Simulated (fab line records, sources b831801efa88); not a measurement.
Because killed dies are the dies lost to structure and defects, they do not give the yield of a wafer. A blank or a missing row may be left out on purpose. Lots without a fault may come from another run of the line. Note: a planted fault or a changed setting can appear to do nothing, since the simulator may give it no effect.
Problem report, 8D (eight disciplines) form, completed by code	flow sfq_line	the parts of the form that need people (team, actions taken, sign-off) are left out

1. THE PROBLEM
oes_product_au at SFQ_TRILAYER_L0_VIA_ETCH_VIA_ETCH_016 reads a mean of 0.707 a.u. on 2 wafers of 2 lots; wafers without a fault read 0.844 a.u. with a standard deviation of 0.0073. That puts it -19 standard deviations away from the usual mean.
The step: etches SiO2 in CHF3, stops on MoNx KI, target depth 80 nm.
First seen on wafer L682.4, day 11 04:12, on rie_diel-03. The record holds 42 wafers of 14 lots with a number at this step. By rule, "out" or "out of limits" means more than 4 standard deviations away from the usual mean. Any other wafer with a number is counted as sound.

2. WHAT THIS IS AND IS NOT
question	is	is not
which readings at this step	oes_product_au	drypump_motor_current_A
which lots	L682, L684	L668, L669, L670, L671, L673, L674, L675, L676, L677, L678, L681, L687
which wafers of those lots	L682.4, L684.1	L682.5, L682.6, L684.3, L684.5
read on which tools	rie_diel-02, rie_diel-03	rie_diel-04
when	from day 11 04:12	up to then (35 sound wafers); but 5 sound wafers of L684, L687 came after

3. WHAT RULES OUT EACH SUSPECT
Counting: if a tool at a process step up to the reading ran every lot that is out, it stays a suspect. Sound lots after the first of them don't rule it out here, since some wafers of a struck lot are sound.
- pecvd-03 at SFQ_TRILAYER_L0_CAP_PECVD_011 (deposits SiO2 from SiH4/N2O, time 13.333 s, target thk 60 nm): kept. It ran every lot that is out, first L682 (day 7 14:42); its last sound lot up to then is L681 (day 7 10:04).
Remaining after the count: pecvd-03 at SFQ_TRILAYER_L0_CAP_PECVD_011.

4. THE CAUSE (what the simulator had put in)
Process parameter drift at SFQ_TRILAYER_L0_CAP_PECVD_011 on pecvd-03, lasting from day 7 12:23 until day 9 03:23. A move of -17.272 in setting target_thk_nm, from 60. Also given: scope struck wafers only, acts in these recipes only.
The count eliminated every tool but this one.

5. THE EFFECT CHAIN, in route order
Rows list readings where the struck wafers' mean (over those with a number) sits beyond 3 standard deviations from the usual. Only readings for which the record gives a usual standard deviation are gone through. hours: the time from each lot's start at the first step in this table that gives one to its start at this step, as a median over the lots. sigmas: the change in usual standard deviations.
hours	step	reading	usual	on struck wafers	change	sigmas
0	SFQ_TRILAYER_L0_VIA_ETCH_VIA_ETCH_016	oes_product_au	0.844 a.u.	0.707	-0.137	-19
Process steps it contains:
- SFQ_TRILAYER_L0_VIA_ETCH_VIA_ETCH_016: etches SiO2 in CHF3, stops on MoNx KI, target depth 80 nm.
At these later measuring or inspecting steps, every struck wafer for which the step has a row has a number for every such reading, and none has moved that far: SFQ_M7_OVL_MEAS_945.

6. WHAT WOULD HAVE CAUGHT IT SOONER
First out-of-limits reading in this record: day 11 04:12, which is 88 hours after fault onset at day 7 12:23.
Tool readings at SFQ_TRILAYER_L0_CAP_PECVD_011 with a usual standard deviation given in the record: none out on any struck wafer, hence no alarm at a limit of 4 standard deviations on them.
By day 11 04:12, every lot that is out (2) had started SFQ_TRILAYER_L0_CAP_PECVD_011 on pecvd-03. A hold on the tool at that time would have spared none of them.
